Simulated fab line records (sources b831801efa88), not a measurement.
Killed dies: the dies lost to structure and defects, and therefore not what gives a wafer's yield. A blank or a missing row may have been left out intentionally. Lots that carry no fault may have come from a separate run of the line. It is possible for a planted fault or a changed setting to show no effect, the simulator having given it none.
fab line records	flow sky130
record lots=6	wafers=17	last_day=50
route steps=708 shown LOCAL_INTERCONNECT@403 CONTACT@406
lots that met no fault: taken from a fault-free run of the same line
start_h: hours from the record's opening day to when the first of the lot's shown wafers began	wait_h: time in hours since the lot's previous step	" unchanged from the row above	L1.1+2: a row that stands for several wafers	- no value, or no start given	* or withheld: withheld	< > ~ a bound
route shown NAME@n: NAME is a module with steps in the file, n the number in the route of the first one	usual: mean/standard deviation of fault-free wafers	same: alike in all rows	chamber/n: place in a boat	sites: readings site by site	_std_site: how widely they spread, as a standard deviation	_edge_site: the outer-site mean with the inner-site mean subtracted	radius_mm: how far each site lies from the wafer's centre	mask NAME#n: copy n	behind: the most recent tool/chamber to have shaped the wafer	hold: the reason the lot was held/the length of the hold in hours/how it ended	device: names the non-switching transistor (n, p or np)	end of line: tests of these same wafers at the route's end	a step with no rows: only its recipe	killed: dies that structure and defects cost at the first sort, which is not the same as the wafer's yield	map: a wafer's dies, marking killed ones x, the rest . and places with no die _
set.NAME: the setting the step ran with; set.NAME@STEP: the setting that earlier step ran with	model.NAME: the simulator's own value behind a step, which no gauge read
a table for each step, a row for each wafer; lots at some steps of the route
services: the hour from which a tool's chamber was out of use, counted from the record's first day as start_h (under 0 if before that day), plus the number of hours and why
## steps
# step SKY_LOCAL_INTERCONNECT_STRIP_16
# recipe chemistry=post_etch_residue_remover	time_s=1200	temp_c=72.5
# step SKY_LOCAL_INTERCONNECT_CLEAN_17
# recipe chemistry=IPA	time_s=180	temp_c=25
# step SKY_LOCAL_INTERCONNECT_CLEAN_18
# recipe chemistry=O3/DIW	dry=n2_spin
# step SKY_CONTACT_CVD_00
# recipe material=Si3N4	target_thk_nm=75	temp_c=400	time_s=withheld	rf_w=450
# usual heater_power_w=685/100
lot.wafer	tool	chamber	start_h	wait_h	heater_power_w
L924.1	pecvd-03	2	795.06	0.0	650
L924.5	"	1	"	"	676
L924.6	"	2	"	"	651
L925.2	pecvd-02	2	802.19	0.0	511
L925.3	"	1	"	"	659
L925.5	"	1	"	"	655
L926.2	pecvd-01	0	804.60	0.0	745
L926.3	"	2	"	"	757
L926.6	"	1	"	"	598
L927.1	pecvd-01	1	815.72	0.0	569
L927.3	"	0	"	"	860
L927.4	"	1	"	"	612
L931.1	pecvd-02	2	840.57	0.0	581
L931.6	"	0	"	"	776
L937.3	pecvd-03	0	884.97	0.0	523
L937.4	"	2	"	"	668
L937.6	"	1	"	"	721
# step SKY_CONTACT_THK_MEAS_01
# recipe reads=Si3N4_of_CONTACT_CVD_00
# usual CONTACT_CVD_00_THK=74.8/1.1
lot.wafer	tool	chamber	start_h	wait_h	CONTACT_CVD_00_THK[nm]
L924.1	film_metro-01	-	795.11	-	74.7
L924.5	"	-	"	"	75.8
L924.6	"	-	"	"	76.4
L925.2	film_metro-03	-	802.24	-	72.5
L925.3	"	-	"	"	73.8
L925.5	"	-	"	"	75.6
L926.2	film_metro-02	-	804.65	-	73.0
L926.3	"	-	"	"	73.4
L926.6	"	-	"	"	73.5
L927.1	film_metro-01	-	815.77	-	73.7
L927.3	"	-	"	"	74.7
L927.4	"	-	"	"	74.1
L931.1	film_metro-03	-	840.62	-	74.6
L931.6	"	-	"	"	75.6
L937.3	film_metro-03	-	885.03	-	74.7
L937.4	"	-	"	"	77.3
L937.6	"	-	"	"	76.2
# step SKY_CONTACT_HDPCVD_02
# recipe material=SiO2	target_thk_nm=565	sigma_open_frac=0.3	time_s=94.2	temp_c=600	sih4_flow_sccm=60	pressure_mtorr=6
# step SKY_CONTACT_THK_MEAS_03
# recipe reads=SiO2_of_CONTACT_HDPCVD_02
# usual CONTACT_HDPCVD_THK=565/7.1
lot.wafer	tool	chamber	start_h	wait_h	CONTACT_HDPCVD_THK[nm]
L924.1	film_metro-02	-	795.24	0.0	559
L924.5	"	-	"	"	561
L924.6	"	-	"	"	561
L925.2	film_metro-01	-	802.36	0.0	567
L925.3	"	-	"	"	568
L925.5	"	-	"	"	571
L926.2	film_metro-01	-	804.78	0.0	570
L926.3	"	-	"	"	560
L926.6	"	-	"	"	564
L927.1	film_metro-03	-	815.90	0.0	572
L927.3	"	-	"	"	567
L927.4	"	-	"	"	562
L931.1	film_metro-01	-	840.75	0.0	566
L931.6	"	-	"	"	556
L937.3	film_metro-01	-	885.15	0.1	567
L937.4	"	-	"	"	572
L937.6	"	-	"	"	574
# step SKY_CONTACT_CMP_04
# recipe material=SiO2	down_force_psi=4	platen_rpm=60	pad_velocity_m_s=0.94248
# usual motor_current_A=12.3/1.7	platen_rpm=60.00/0.042	slurry_filter_dp_kPa=13.49/0.14	time_to_endpoint_s=81/4.5
lot.wafer	tool	chamber	start_h	wait_h	motor_current_A	platen_rpm	slurry_filter_dp_kPa	time_to_endpoint_s
L924.1	cmp-02	1	795.30	0.1	11.8	60.00	13.51	77
L924.5	"	1	"	"	13.2	59.97	13.43	79
L924.6	"	2	"	"	12.6	59.99	13.33	80
L925.2	cmp-01	3	802.46	0.1	11.9	60.01	13.57	83
L925.3	"	1	"	"	9.1	60.03	13.62	80
L925.5	"	3	"	"	12.7	59.99	13.59	88
L926.2	cmp-02	1	804.83	0.0	12.5	59.93	13.41	82
L926.3	"	2	"	"	13.4	59.93	13.41	78
L926.6	"	2	"	"	13.2	59.95	13.37	80
L927.3	cmp-01	1	815.96	0.0	9.1	59.93	13.63	81
L927.1	"	3	"	"	11.7	60.02	13.57	89
L927.4	"	0	"	"	13.7	60.04	13.54	76
L931.1	cmp-02	2	841.11	0.4	12.7	60.01	13.40	85
L931.6	"	3	"	"	13.7	60.02	13.36	82
L937.4	cmp-01	2	885.50	0.3	13.3	59.94	13.29	86
L937.3	"	3	"	"	12.1	60.03	13.67	89
L937.6	"	2	"	"	13.5	60.03	13.56	87
# step SKY_CONTACT_BOW_MEAS_05
# recipe mode=bow
# usual CONTACT_BOW=82/7.3
lot.wafer	tool	chamber	start_h	wait_h	CONTACT_BOW[um]
L924.1	film_metro-01	-	795.60	0.2	74
L924.5	"	-	"	"	96
L924.6	"	-	"	"	80
L925.2	film_metro-02	-	802.73	0.2	87
L925.3	"	-	"	"	89
L925.5	"	-	"	"	82
L926.2	film_metro-02	-	805.15	0.3	67
L926.3	"	-	"	"	81
L926.6	"	-	"	"	83
L927.1	film_metro-02	-	816.26	0.1	76
L927.3	"	-	"	"	80
L927.4	"	-	"	"	90
L931.1	film_metro-01	-	841.26	0.1	79
L931.6	"	-	"	"	85
L937.3	film_metro-02	-	885.79	0.2	88
L937.4	"	-	"	"	82
L937.6	"	-	"	"	80
# step SKY_CONTACT_DEHYDRATE_06
# recipe temp_c=200	time_s=60
# step SKY_CONTACT_HMDS_07
# recipe prime_time_s=60	prime_temp_c=120
# step SKY_CONTACT_COAT_08
# recipe resist=BARC	temp_c=withheld	time_s=withheld	spin_rpm=3000	resist_thk_nm=60
# step SKY_CONTACT_COAT_09
# recipe resist=KrF-thick	spin_rpm=3000	resist_thk_nm=450
# usual exhaust_pa=44.9/0.96
lot.wafer	tool	chamber	start_h	wait_h	exhaust_pa	model.KrF-thick_of_CONTACT_COAT_09.thk_nm
L924.1	litho_track-01	0	808	-	44.0	447.9
L924.5	"	0	"	"	43.4	447.5
L924.6	"	0	"	"	43.8	448.7
L925.2	litho_track-02	0	815	-	45.7	448.3
L925.3	"	0	"	"	45.3	447.7
L925.5	"	0	"	"	45.0	449
L926.2	litho_track-02	0	818	-	44.7	449.6
L926.3	"	0	"	"	45.7	450.9
L926.6	"	0	"	"	44.4	450.4
L927.1	litho_track-02	0	829	-	45.8	568.6
L927.3	"	0	"	"	47.0	452.2
L927.4	"	0	"	"	45.3	567.6
L931.1	litho_track-02	0	853	-	44.1	565.4
L931.6	"	0	854	-	44.3	451.3
L937.3	litho_track-01	0	898	-	44.6	447.4
L937.4	"	0	"	"	44.0	448.1
L937.6	"	0	"	"	42.9	448
# step SKY_CONTACT_SOFTBAKE_10
# recipe temp_c=100	time_s=90	resist=KrF-thick
# step SKY_CONTACT_EXPOSE_11
# recipe mask_id=CTM1	na=0.8	source_shape=annular	sigma_inner=0.55	sigma_outer=0.85	target_cd_nm=170	dose_mj=38
# step SKY_CONTACT_PEB_12
# recipe peb_temp_c=withheld	peb_time_s=withheld	resist=KrF-thick
# step SKY_CONTACT_DEVELOP_13
# recipe develop_time_s=60	resist=KrF-thick	dev_temp_c=21
# step SKY_CONTACT_CD_MEAS_14
# recipe target_cd_nm=170
# usual cd_nm=170.3/1.7
lot.wafer	tool	chamber	start_h	wait_h	cd_nm
L924.1	cd_sem-02	-	822.36	-	172.4
L924.5	"	-	"	"	173.1
L924.6	"	-	"	"	172.3
L925.2	cd_sem-02	-	829.10	-	172.3
L925.3	"	-	"	"	173.5
L925.5	"	-	"	"	172.1
L926.2	cd_sem-01	-	831.70	-	170.3
L926.3	"	-	"	"	168.1
L926.6	"	-	"	"	169.0
L927.1	cd_sem-02	-	842.53	-	167.3
L927.3	"	-	"	"	169.8
L927.4	"	-	"	"	167.5
L931.1	cd_sem-01	-	866.76	-	167.9
L931.6	"	-	"	"	172.1
L937.3	cd_sem-01	-	910.74	-	171.8
L937.4	"	-	"	"	171.5
L937.6	"	-	"	"	169.7
# step SKY_CONTACT_OVL_MEAS_15
# usual CONTACT_OVL=4/5.1
lot.wafer	tool	chamber	start_h	wait_h	CONTACT_OVL[nm]
L924.1	overlay-02	-	822.48	0.1	10
L924.5	"	-	"	"	11
L924.6	"	-	"	"	9
L925.2	overlay-01	-	829.20	0.1	-1
L925.3	"	-	"	"	-6
L925.5	"	-	"	"	5
L926.2	overlay-02	-	831.80	0.1	13
L926.3	"	-	"	"	9
L926.6	"	-	"	"	13
L927.1	overlay-01	-	842.65	0.1	11
L927.3	"	-	"	"	6
L927.4	"	-	"	"	10
L931.1	overlay-02	-	866.88	0.1	6
L931.6	"	-	"	"	-2
L937.3	overlay-02	-	910.83	0.1	3
L937.4	"	-	"	"	4
L937.6	"	-	"	"	2
# step SKY_CONTACT_ETCH_16
# recipe chemistry=N2/H2	target=BARC	ion_energy_ev=200	source_w=500	bias_w=100	pressure_mtorr=30	n2_flow_sccm=100	h2_flow_sccm=200	stop_on=SiO2	time_s=45.9	target_depth_a=600
# usual drypump_motor_current_A=5.7/0.43	oes_product_au=0.855/0.0041	throttle_valve_pct=13.224/0.0097
lot.wafer	tool	chamber	start_h	wait_h	drypump_motor_current_A	oes_product_au	rf_hours_counter_h	throttle_valve_pct	model.CONTACT.cd_nm
L924.1	rie_diel-02	0	822.52	0.0	5.8	0.855	6	13.209	173.6
L924.5	"	3	"	"	5.1	0.853	-	13.235	173.1
L924.6	"	2	"	"	5.7	0.856	-	13.226	172.5
L925.2	rie_diel-01	3	829.23	0.0	5.5	0.853	13	13.230	173
L925.3	"	2	"	"	6.4	0.857	21	13.237	173.4
L925.5	"	0	"	"	5.4	0.850	-	13.213	171.8
L926.2	rie_diel-01	0	831.83	0.0	5.5	0.856	13	13.222	170.1
L926.3	"	3	"	"	5.5	0.853	13	13.228	168.8
L926.6	"	1	"	"	6.2	0.859	-	13.229	168
L927.1	rie_diel-01	3	842.68	0.0	5.5	0.856	13	13.230	168
L927.3	"	2	"	"	6.4	0.858	22	13.213	168.8
L927.4	"	0	"	"	5.4	0.855	13	13.223	167.3
L931.1	rie_diel-03	2	866.92	0.0	4.9	0.852	5	13.214	166.8
L931.6	"	3	"	"	6.0	0.863	-	13.235	172.1
L937.3	rie_diel-03	3	910.85	0.0	6.0	0.860	10	13.213	171.8
L937.4	"	2	"	"	4.9	0.844	6	13.220	170.2
L937.6	"	2	"	"	4.9	0.850	-	13.210	168.4
# step SKY_CONTACT_ETCH_17
# recipe target=SiO2	chemistry=C4F8/O2/Ar	stop_on=Si3N4	mask_material=KrF-thick	source_w=1500	bias_w=1200	pressure_mtorr=40	c4f8_flow_sccm=withheld	O2_flow_sccm=6	Ar_flow_sccm=300	time_s=withheld	target_depth_a=3400
# usual oes_product_au=0.891/0.0047
lot.wafer	tool	chamber	start_h	wait_h	oes_product_au
L924.1	rie_diel-02	0	822.56	0.0	0.890
L924.5	"	3	"	"	0.884
L924.6	"	2	"	"	0.888
L925.2	rie_diel-01	3	829.28	0.0	0.898
L925.3	"	2	"	"	0.891
L925.5	"	0	"	"	0.894
L926.2	rie_diel-01	0	831.88	0.0	0.886
L926.3	"	3	"	"	0.894
L926.6	"	1	"	"	0.898
L927.1	rie_diel-01	3	842.73	0.0	0.886
L927.3	"	2	"	"	0.889
L927.4	"	0	"	"	0.898
L931.1	rie_diel-03	2	866.96	0.0	0.896
L931.6	"	3	"	"	0.896
L937.3	rie_diel-03	3	910.89	0.0	0.894
L937.4	"	2	"	"	0.894
L937.6	"	2	"	"	0.894
# step SKY_CONTACT_ETCH_18
# recipe target=Si3N4	chemistry=CHF3/O2	stop_on=TiN	source_w=600	bias_w=200	pressure_mtorr=40	chf3_flow_sccm=50	O2_flow_sccm=5	time_s=39	target_depth_a=750
# usual O2_flow_sccm=5.000/0.013	drypump_motor_current_A=5.7/0.43	oes_product_au=0.854/0.0086	throttle_valve_pct=8.793/0.01
lot.wafer	tool	chamber	start_h	wait_h	O2_flow_sccm	drypump_motor_current_A	oes_product_au	rf_hours_counter_h	throttle_valve_pct	model.KrF-thick_of_CONTACT_COAT_09.thk_nm	model.CONTACT.cd_nm
L924.1	rie_diel-02	0	-	-	5.006	5.8	0.851	6	8.796	237.8	173.6
L924.5	"	3	"	"	5.000	5.1	0.852	-	8.800	242	173.6
L924.6	"	2	"	"	5.031	5.7	0.858	-	8.810	246	172.1
L925.2	rie_diel-01	3	-	-	4.985	5.4	0.843	13	8.803	240.5	173
L925.3	"	2	"	"	5.009	6.4	0.849	21	8.800	237.8	173.7
L925.5	"	0	"	"	4.986	5.4	0.858	-	8.791	238.6	171.6
L926.2	rie_diel-01	0	-	-	5.015	5.4	0.840	13	8.800	239.2	170.1
L926.3	"	3	"	"	5.021	5.5	0.838	13	8.786	243.5	168.8
L926.6	"	1	"	"	5.006	6.1	0.850	-	8.780	239.4	168
L927.1	rie_diel-01	3	-	-	4.993	5.4	0.845	13	8.771	361.2	168.1
L927.3	"	2	"	"	4.996	6.4	0.848	22	8.786	242	169.1
L927.4	"	0	"	"	5.011	5.4	0.854	13	8.785	356.2	167.4
L931.1	rie_diel-03	2	-	-	4.977	4.8	0.852	5	8.789	355.4	166.8
L931.6	"	3	"	"	4.993	6.0	0.856	-	8.801	242.2	172.3
L937.3	rie_diel-03	3	-	-	5.019	5.9	0.846	10	8.799	235.9	172.1
L937.4	"	2	"	"	5.008	4.9	0.876	6	8.817	237.5	170.1
L937.6	"	2	"	"	5.023	4.8	0.862	-	8.788	237.3	168.6
# step SKY_CONTACT_STRIP_19
# recipe chemistry=O2/N2	power_w=1400	pressure_mtorr=1500	platen_temp_c=withheld	o2_flow_sccm=3000	n2_flow_sccm=300	overash_fraction=0.5
# usual drypump_motor_current_A=5.6/0.64	oes_product_au=0.380/0.0049	strip_time_to_endpoint_s=3.60/0.034
lot.wafer	tool	chamber	start_h	wait_h	drypump_motor_current_A	oes_product_au	rf_hours_counter_h	strip_time_to_endpoint_s
L924.1	plasma_asher-01	0	822.65	-	5.0	0.384	72	3.56
L924.5	"	1	"	"	4.8	0.376	-	3.62
L924.6	"	0	"	"	5.0	0.387	-	3.66
L925.2	plasma_asher-03	1	829.37	-	6.4	0.380	10	3.60
L925.3	"	1	"	"	6.4	0.373	-	3.56
L925.5	"	0	"	"	5.4	0.379	-	3.58
L926.2	plasma_asher-03	1	831.97	-	6.4	0.376	11	3.59
L926.3	"	1	"	"	6.4	0.383	-	3.63
L926.6	"	0	"	"	5.4	0.384	-	3.59
L927.1	plasma_asher-01	1	842.82	-	4.8	0.427	74	4.86
L927.3	"	1	"	"	4.8	0.374	-	3.61
L927.4	"	0	"	"	5.0	0.423	-	4.81
L931.1	plasma_asher-02	1	867.05	-	5.7	0.431	37	4.79
L931.6	"	1	"	"	5.8	0.378	-	3.60
L937.3	plasma_asher-03	1	911.02	-	6.4	0.379	-	3.53
L937.4	"	0	"	"	5.4	0.381	-	3.57
L937.6	"	1	"	"	6.4	0.370	-	3.54
# step SKY_CONTACT_STRIP_20
# recipe chemistry=post_etch_residue_remover	time_s=1200	temp_c=72.5
## services
tool	chamber	start_h	hours	kind
rie_diel-02	1	777.06	2.8	repair
cmp-02	-	779.32	2.6	repair
rie_diel-02	1	779.86	-	clean
rie_diel-02	1	779.86	26.6	scheduled_down
rie_diel-02	1	779.86	26.6	vent_cycle
rie_diel-01	3	789.33	13.5	repair
cmp-01	-	792.67	9.6	pm
rie_diel-03	1	822.14	2.9	repair
pecvd-01	-	825.47	28.1	pm
rie_diel-02	-	829.29	2.8	pm
rie_diel-03	1	830.01	5.3	repair
plasma_asher-02	-	837.87	0.9	repair
rie_diel-03	-	847.79	1.0	repair
rie_diel-02	1	848.22	6.2	repair
rie_diel-01	0	859.72	4.0	repair
cmp-02	-	865.27	7.5	pm
pecvd-02	-	869.05	2.8	pm
plasma_asher-01	-	879.74	0.4	repair
cmp-02	-	880.08	1.1	repair
pecvd-01	0	880.77	3.9	repair
cmp-02	-	884.18	3.6	pm
cmp-01	-	898.90	2.1	repair
rie_diel-01	3	902.48	4.3	repair
rie_diel-01	1	904.45	1.9	repair
## key
first_sign step=SKY_CONTACT_STRIP_19	reading=strip_time_to_endpoint_s	direction=up	sigmas=36	usual=*	struck=*
effect step=SKY_CONTACT_STRIP_19	reading=oes_product_au	direction=up	sigmas=9.6	usual=0.380	struck=0.427
model_effect step=SKY_CONTACT_COAT_09	value=KrF-thick_of_CONTACT_COAT_09.thk_nm	without=450.8	struck=567.2
model_effect step=SKY_CONTACT_ETCH_16	value=CONTACT.cd_nm	without=171	struck=167.4
model_effect step=SKY_CONTACT_ETCH_18	value=KrF-thick_of_CONTACT_COAT_09.thk_nm	without=241.3	struck=357.6
met_at SKY_CONTACT_COAT_09
struck_wafers L927.1,L927.4,L931.1
tester_left_out L927,L931
onset_between 818 829
fault kind=process_parameter_drift	tool=litho_track-02	chamber=-	onset_h=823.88	steps=SKY_CONTACT_COAT_09	channel=resist_thk_nm	offset=116.12	shape=step	end_h=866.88	scope=struck_wafers_only	acts_in=these_recipes_only	stated=450
# tester_left_out: of these lots the tester's yield and bins aren't shown, on N5 and GAA mostly nor the transistor test; their killed dies are dies lost to structure and defects alone, not to doping, threshold or leakage, so they don't give the yield
